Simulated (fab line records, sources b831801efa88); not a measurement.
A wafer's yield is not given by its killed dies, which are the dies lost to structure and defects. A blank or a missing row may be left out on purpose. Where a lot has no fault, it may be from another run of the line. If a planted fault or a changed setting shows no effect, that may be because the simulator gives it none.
Matching of chambers + flow sky130 + SKY_CONTACT_ETCH_17 on rie-diel-02 has 4 sister chambers
The step etches SiO2 in C4F8/O2/Ar, stops on Si3N4, target depth 340 nm. 20 wafers are shown with their chamber, then 10 later ones without.

## EACH WAFER AND ITS CHAMBER
| wafer  | chamber | oes-product-au (a.u.) | bias-w (W) |
|--------|---------|-----------------------|------------|
| L078.1 | 2       | 0.897                 | 1197       |
| L078.3 | 3       | 0.890                 | 1199       |
| L078.5 | 1       | 0.890                 | 1207       |
| L077.2 | 3       | 0.894                 | 1201       |
| L077.4 | 2       | 0.888                 | 1191       |
| L077.5 | 2       | 0.883                 | 1198       |
| L086.1 | 1       | 0.895                 | 1206       |
| L086.2 | 0       | 0.890                 | 1202       |
| L086.6 | 0       | 0.883                 | 1199       |
| L089.2 | 3       | 0.895                 | 1196       |
| L089.3 | 2       | 0.882                 | 1206       |
| L089.5 | 1       | 0.895                 | 1202       |
| L091.2 | 1       | 0.900                 | 1201       |
| L091.3 | 0       | 0.887                 | 1199       |
| L091.6 | 2       | 0.893                 | 1204       |
| L092.1 | 0       | 0.886                 | 1198       |
| L092.2 | 2       | 0.894                 | 1201       |
| L092.6 | 1       | 0.889                 | 1196       |
| L093.1 | 1       | 0.895                 | 1203       |
| L093.4 | 2       | 0.885                 | 1197       |

SIGNATURES (averages over the wafers above)
| reading        | chamber 0 | chamber 1 | chamber 2 | chamber 3 | scatter within a chamber |
|----------------|-----------|-----------|-----------|-----------|--------------------------|
| oes-product-au | 0.88650   | 0.89400   | 0.88886   | 0.89300   | 0.00451                  |
| bias-w         | 1199.50   | 1202.50   | 1199.14   | 1198.67   | 3.95                     |
Rule: distance of a wafer from a chamber = root of the sum over the readings of ((wafer's reading minus chamber's mean) / reading's scatter) squared. The wafer belongs to the nearest chamber; if the next one is less than 2 further off, it can't be placed. The scatter: take each reading less its chamber's mean, square it, sum over the shown wafers, divide by the number of wafers less the number of chambers, and take the root.

## WAFERS WITHOUT THEIR CHAMBER
| wafer  | oes-product-au (a.u.) | bias-w (W) |
|--------|-----------------------|------------|
| L093.5 | 0.891                 | 1198       |
| L094.1 | 0.897                 | 1200       |
| L094.3 | 0.895                 | 1205       |
| L094.6 | 0.896                 | 1200       |
| L095.1 | 0.889                 | 1195       |
| L095.5 | 0.897                 | 1199       |
| L095.6 | 0.889                 | 1198       |
| L096.2 | 0.897                 | 1199       |
| L096.4 | 0.885                 | 1201       |
| L096.6 | 0.893                 | 1198       |

## CHAMBER TAKEN BY EACH
| wafer  | from the rows above               | in truth |
|--------|-----------------------------------|----------|
| L093.5 | can't be placed: 3 or 2 or 0 or 1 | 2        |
| L094.1 | can't be placed: 1 or 3 or 2 or 0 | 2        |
| L094.3 | can't be placed: 1 or 3 or 2 or 0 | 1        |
| L094.6 | can't be placed: 3 or 1 or 2 or 0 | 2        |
| L095.1 | can't be placed: 2 or 0 or 3 or 1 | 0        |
| L095.5 | can't be placed: 3 or 1 or 2 or 0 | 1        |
| L095.6 | can't be placed: 2 or 0 or 3 or 1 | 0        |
| L096.2 | can't be placed: 3 or 1 or 2 or 0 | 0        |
| L096.4 | can't be placed: 0 or 2 or 3 or 1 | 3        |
| L096.6 | can't be placed: 3 or 2 or 1 or 0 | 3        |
Placed correctly: 0 of 10. Unplaceable from these rows: 10, with the true chamber sitting among the candidates in 10. Placed wrongly: 0.
